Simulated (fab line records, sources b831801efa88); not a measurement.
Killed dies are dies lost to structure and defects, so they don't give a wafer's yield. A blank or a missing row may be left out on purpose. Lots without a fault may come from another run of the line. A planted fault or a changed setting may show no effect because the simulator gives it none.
One fault seen from 2 desks | flow sky130 | each desk has only its own numbers; what lay behind them comes last

THE TOOL OWNER'S DESK: iline_stepper-02
The tool's own readings at SKY_SD_P_EXPOSE_04 (exposes mask PSDM, target cd 380 nm): means of the sampled wafers that have a number, for each lot that ran on this tool. A lot is out of limits, marked OUT, if its mean lies more than 4 standard deviations from the usual mean; the brackets give that distance.
Columns: A = exposure_dose_mJ_cm2 at SKY_SD_P_EXPOSE_04, usual 138.02; B = stage_vel_mm_s at SKY_SD_P_EXPOSE_04, usual 499.96 mm/s
lot  | first seen here | A      | B
L969 | day 24 14:26    | 138.14 | 499.71
L971 | day 25 13:29    | 138.01 | 500.01
L973 | day 26 12:27    | 138.11 | 500.08
L979 | day 28 06:45    | 137.90 | 499.82
L980 | day 28 14:10    | 137.86 | 499.94
L983 | day 29 15:33    | 138.20 | 500.04
L985 | day 30 11:35    | 138.08 | 499.87
This desk's finding: nothing out of limits on any of the 7 lots.

THE METROLOGY DESK
What the gauges read, lot by lot, whatever tool the lot ran on: means of the sampled wafers that have a number. A lot is out of limits, marked OUT, if its mean lies more than 4 standard deviations from the usual mean; the brackets give that distance.
Columns: A = cd_nm at SKY_SD_P_CD_MEAS_07, usual 379.6 nm; B = SD_P_OVL at SKY_SD_P_OVL_MEAS_08, usual 1.2 nm
lot  | first seen here | A     | B
L969 | day 25 04:48    | 377.1 | 0.5
L971 | day 26 03:52    | 382.4 | 2.8
L973 | day 27 03:39    | 378.7 | -0.6
L974 | day 27 05:41    | 381.6 | 0.1
L976 | day 27 21:42    | 379.5 | 3.4
L979 | day 28 19:56    | 381.5 | 2.3
L980 | day 29 03:28    | 381.9 | 0.1
L982 | day 29 23:54    | 378.8 | 0.9
L983 | day 30 04:37    | 372.7 | 2.4
L985 | day 31 01:12    | 373.7 | 0.9
L989 | day 32 12:55    | 376.7 | 0.7
This desk's finding: nothing out of limits on any of the 11 lots.

PUT TOGETHER
The tool owner's desk saw nothing out of limits.
The metrology desk saw nothing out of limits.

WHAT THE SIMULATOR HAD PUT IN
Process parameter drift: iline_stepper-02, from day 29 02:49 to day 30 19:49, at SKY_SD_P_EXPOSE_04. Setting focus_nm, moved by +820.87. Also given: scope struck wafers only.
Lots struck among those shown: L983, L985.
